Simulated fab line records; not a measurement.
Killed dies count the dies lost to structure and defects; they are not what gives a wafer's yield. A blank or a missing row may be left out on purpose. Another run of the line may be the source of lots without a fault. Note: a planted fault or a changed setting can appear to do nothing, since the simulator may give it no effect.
Which tool was responsible? || flow sky130 || 39 wafers from 13 lots sampled at 4 of the route's 708 steps

WHAT EACH GAUGE READ, for each wafer
SKY_CAP2M_RS_MEAS_03: uses a four-point probe to measure.
{"lot": "L238", "measured": "day 39 10:28", "on": "film metro-04", "CAP2M_TIN_RS (ohm/sq)": "6.84 6.86 6.81"}
{"lot": "L239", "measured": "day 40 00:07", "on": "film metro-03", "CAP2M_TIN_RS (ohm/sq)": "6.90 6.88 6.83"}
{"lot": "L240", "measured": "day 40 11:46", "on": "film metro-04", "CAP2M_TIN_RS (ohm/sq)": "6.91 6.97 6.93"}
{"lot": "L241", "measured": "day 40 13:19", "on": "film metro-01", "CAP2M_TIN_RS (ohm/sq)": "6.99 6.94 6.98"}
{"lot": "L245", "measured": "day 41 20:09", "on": "film metro-01", "CAP2M_TIN_RS (ohm/sq)": "6.90 6.96 6.89"}
{"lot": "L247", "measured": "day 42 15:25", "on": "film metro-03", "CAP2M_TIN_RS (ohm/sq)": "6.93 6.94 6.97"}
{"lot": "L248", "measured": "day 42 22:43", "on": "film metro-04", "CAP2M_TIN_RS (ohm/sq)": "6.99 6.99 7.00"}
{"lot": "L249", "measured": "day 43 04:56", "on": "film metro-03", "CAP2M_TIN_RS (ohm/sq)": "6.78 6.79 6.79"}
{"lot": "L250", "measured": "day 43 06:50", "on": "film metro-01", "CAP2M_TIN_RS (ohm/sq)": "6.88 6.96 6.91"}
{"lot": "L252", "measured": "day 43 18:59", "on": "film metro-03", "CAP2M_TIN_RS (ohm/sq)": "6.87 6.84 6.86"}
{"lot": "L253", "measured": "day 44 03:41", "on": "film metro-03", "CAP2M_TIN_RS (ohm/sq)": "6.95 6.94 6.93"}
{"lot": "L257", "measured": "day 45 00:14", "on": "film metro-01", "CAP2M_TIN_RS (ohm/sq)": "6.85 6.84 6.92"}
{"lot": "L259", "measured": "day 45 10:14", "on": "film metro-01", "CAP2M_TIN_RS (ohm/sq)": "6.97 7.05 7.02"}

SKY_METAL5_RS_MEAS_05: uses a four-point probe to measure.
{"lot": "L238", "measured": "day 42 13:43", "on": "film metro-02", "METAL5_ALCU_RS (ohm/sq)": "0.02675 0.02699 0.02658"}
{"lot": "L239", "measured": "day 43 02:09", "on": "film metro-02", "METAL5_ALCU_RS (ohm/sq)": "0.02676 0.02697 0.02687"}
{"lot": "L240", "measured": "day 43 13:59", "on": "film metro-02", "METAL5_ALCU_RS (ohm/sq)": "0.02671 0.02676 0.02682"}
{"lot": "L241", "measured": "day 43 15:19", "on": "film metro-02", "METAL5_ALCU_RS (ohm/sq)": "0.02723 0.02723 0.02719"}
{"lot": "L245", "measured": "day 44 19:02", "on": "film metro-02", "METAL5_ALCU_RS (ohm/sq)": "0.02669 0.02711 0.02712"}
{"lot": "L247", "measured": "day 45 13:45", "on": "film metro-01", "METAL5_ALCU_RS (ohm/sq)": "0.02756 0.02746 0.02756"}
{"lot": "L248", "measured": "day 45 21:08", "on": "film metro-01", "METAL5_ALCU_RS (ohm/sq)": "0.02705 0.02689 0.02722"}
{"lot": "L249", "measured": "day 46 01:59", "on": "film metro-01", "METAL5_ALCU_RS (ohm/sq)": "0.02708 0.02726 0.02703"}
{"lot": "L250", "measured": "day 46 03:20", "on": "film metro-01", "METAL5_ALCU_RS (ohm/sq)": "0.02679 0.0268 0.02693"}
{"lot": "L252", "measured": "day 46 14:41", "on": "film metro-01", "METAL5_ALCU_RS (ohm/sq)": "0.02721 0.02727 0.02736"}
{"lot": "L253", "measured": "day 46 22:53", "on": "film metro-01", "METAL5_ALCU_RS (ohm/sq)": "0.0274 0.02735 0.02734"}
{"lot": "L257", "measured": "day 47 17:41", "on": "film metro-01", "METAL5_ALCU_RS (ohm/sq)": "0.02699 0.02722 0.02704"}
{"lot": "L259", "measured": "day 48 03:06", "on": "film metro-01", "METAL5_ALCU_RS (ohm/sq)": "0.02725 0.02691 0.02722"}

WHICH TOOL RAN EACH LOT (tool, then ch and the chambers of the sampled wafers, then the start)
{"lot": "L238", "SKY_VT_ADJUST_HVTP_STRIP_10": "plasma asher-03 ch 0,1, day 5 21:41", "SKY_VIA4_SPUTTER_17": "pvd sputter-03, day 42 12:52"}
{"lot": "L239", "SKY_VT_ADJUST_HVTP_STRIP_10": "plasma asher-03 ch 0,1, day 6 07:15", "SKY_VIA4_SPUTTER_17": "pvd sputter-03, day 43 01:16"}
{"lot": "L240", "SKY_VT_ADJUST_HVTP_STRIP_10": "plasma asher-03 ch 0,1, day 6 15:17", "SKY_VIA4_SPUTTER_17": "pvd sputter-03, day 43 13:07"}
{"lot": "L241", "SKY_VT_ADJUST_HVTP_STRIP_10": "plasma asher-03 ch 1, day 6 22:02", "SKY_VIA4_SPUTTER_17": "pvd sputter-04, day 43 14:26"}
{"lot": "L245", "SKY_VT_ADJUST_HVTP_STRIP_10": "plasma asher-03 ch 0,1, day 7 18:37", "SKY_VIA4_SPUTTER_17": "pvd sputter-04, day 44 18:08"}
{"lot": "L247", "SKY_VT_ADJUST_HVTP_STRIP_10": "plasma asher-03 ch 0,1, day 8 15:08", "SKY_VIA4_SPUTTER_17": "pvd sputter-01, day 45 12:52"}
{"lot": "L248", "SKY_VT_ADJUST_HVTP_STRIP_10": "plasma asher-03 ch 0,1, day 8 22:28", "SKY_VIA4_SPUTTER_17": "pvd sputter-01, day 45 20:14"}
{"lot": "L249", "SKY_VT_ADJUST_HVTP_STRIP_10": "plasma asher-01 ch 0,1, day 9 04:11", "SKY_VIA4_SPUTTER_17": "pvd sputter-03, day 46 01:05"}
{"lot": "L250", "SKY_VT_ADJUST_HVTP_STRIP_10": "plasma asher-01 ch 0, day 9 07:26", "SKY_VIA4_SPUTTER_17": "pvd sputter-01, day 46 02:29"}
{"lot": "L252", "SKY_VT_ADJUST_HVTP_STRIP_10": "plasma asher-03 ch 0,1, day 9 21:20", "SKY_VIA4_SPUTTER_17": "pvd sputter-01, day 46 13:49"}
{"lot": "L253", "SKY_VT_ADJUST_HVTP_STRIP_10": "plasma asher-04 ch 0,1, day 10 02:01", "SKY_VIA4_SPUTTER_17": "pvd sputter-04, day 46 22:02"}
{"lot": "L257", "SKY_VT_ADJUST_HVTP_STRIP_10": "plasma asher-03 ch 0,1, day 11 00:17", "SKY_VIA4_SPUTTER_17": "pvd sputter-01, day 47 16:50"}
{"lot": "L259", "SKY_VT_ADJUST_HVTP_STRIP_10": "plasma asher-03 ch 0,1, day 11 11:04", "SKY_VIA4_SPUTTER_17": "pvd sputter-03, day 48 02:04"}
- SKY_VT_ADJUST_HVTP_STRIP_10: strips in O2/N2.
- SKY_VIA4_SPUTTER_17: material TiN, target thk 20 nm, time 80 s.

AS READ BY THE TOOLS THEMSELVES (means over the sampled wafers that have a number; for cases with no such wafer, the mark the record gives instead)
SKY_VT_ADJUST_HVTP_STRIP_10.
{"lot": "L238", "tool": "plasma asher-03", "drypump motor current A (A)": 5.2, "oes product au (a.u.)": 0.719, "strip time to endpoint s (s)": 14.23}
{"lot": "L239", "tool": "plasma asher-03", "drypump motor current A (A)": 5.2, "oes product au (a.u.)": 0.716, "strip time to endpoint s (s)": 14.23}
{"lot": "L240", "tool": "plasma asher-03", "drypump motor current A (A)": 5.5, "oes product au (a.u.)": 0.714, "strip time to endpoint s (s)": 14.15}
{"lot": "L241", "tool": "plasma asher-03", "drypump motor current A (A)": 5.8, "oes product au (a.u.)": 0.713, "strip time to endpoint s (s)": 14.26}
{"lot": "L245", "tool": "plasma asher-03", "drypump motor current A (A)": 5.2, "oes product au (a.u.)": 0.715, "strip time to endpoint s (s)": 14.18}
{"lot": "L247", "tool": "plasma asher-03", "drypump motor current A (A)": 5.5, "oes product au (a.u.)": 0.714, "strip time to endpoint s (s)": 14.11}
{"lot": "L248", "tool": "plasma asher-03", "drypump motor current A (A)": 5.2, "oes product au (a.u.)": 0.717, "strip time to endpoint s (s)": 14.25}
{"lot": "L249", "tool": "plasma asher-01", "drypump motor current A (A)": 5.9, "oes product au (a.u.)": 0.712, "strip time to endpoint s (s)": 14.18}
{"lot": "L250", "tool": "plasma asher-01", "drypump motor current A (A)": 5.8, "oes product au (a.u.)": 0.716, "strip time to endpoint s (s)": 14.23}
{"lot": "L252", "tool": "plasma asher-03", "drypump motor current A (A)": 5.5, "oes product au (a.u.)": 0.717, "strip time to endpoint s (s)": 14.22}
{"lot": "L253", "tool": "plasma asher-04", "drypump motor current A (A)": 5.9, "oes product au (a.u.)": 0.720, "strip time to endpoint s (s)": 14.20}
{"lot": "L257", "tool": "plasma asher-03", "drypump motor current A (A)": 5.2, "oes product au (a.u.)": 0.716, "strip time to endpoint s (s)": 14.15}
{"lot": "L259", "tool": "plasma asher-03", "drypump motor current A (A)": 5.2, "oes product au (a.u.)": 0.713, "strip time to endpoint s (s)": 14.21}

SKY_VIA4_SPUTTER_17.
{"lot": "L238", "tool": "pvd sputter-03", "throttle valve pct (%)": 29.5}
{"lot": "L239", "tool": "pvd sputter-03", "throttle valve pct (%)": 29.6}
{"lot": "L240", "tool": "pvd sputter-03", "throttle valve pct (%)": 29.5}
{"lot": "L241", "tool": "pvd sputter-04", "throttle valve pct (%)": 30.8}
{"lot": "L245", "tool": "pvd sputter-04", "throttle valve pct (%)": 29.0}
{"lot": "L247", "tool": "pvd sputter-01", "throttle valve pct (%)": 30.5}
{"lot": "L248", "tool": "pvd sputter-01", "throttle valve pct (%)": 30.8}
{"lot": "L249", "tool": "pvd sputter-03", "throttle valve pct (%)": 30.0}
{"lot": "L250", "tool": "pvd sputter-01", "throttle valve pct (%)": 31.3}
{"lot": "L252", "tool": "pvd sputter-01", "throttle valve pct (%)": 30.7}
{"lot": "L253", "tool": "pvd sputter-04", "throttle valve pct (%)": 30.0}
{"lot": "L257", "tool": "pvd sputter-01", "throttle valve pct (%)": 30.9}
{"lot": "L259", "tool": "pvd sputter-03", "throttle valve pct (%)": 30.2}

THE ANSWER, worked out from the rows above alone
Rule: what is usual is taken from the lots themselves. Put in order of their means at a reading, lots are off if they are a third of the lots or fewer, leave a main group of 4 or more, and stand apart from it by a gap of 3 or more times the standard deviation of the main group's means; of several such gaps the widest counts. The tables above print the reading to a certain number of digits; a main group whose means all agree to those digits is not used. A lot without any number at a reading at which 4 lots or more have one is off too. Any other lot the step has rows for is counted as sound. First the gauges in route order, then the tools' own readings, where a lot's mean is used as printed above. The first step at which some lot is off is used, and at that step the reading that is off furthest; a lot without a number counts as furthest.
No lot is off on any of the readings shown, so nothing can be concluded from this.

WHAT WAS PUT IN BY THE SIMULATOR
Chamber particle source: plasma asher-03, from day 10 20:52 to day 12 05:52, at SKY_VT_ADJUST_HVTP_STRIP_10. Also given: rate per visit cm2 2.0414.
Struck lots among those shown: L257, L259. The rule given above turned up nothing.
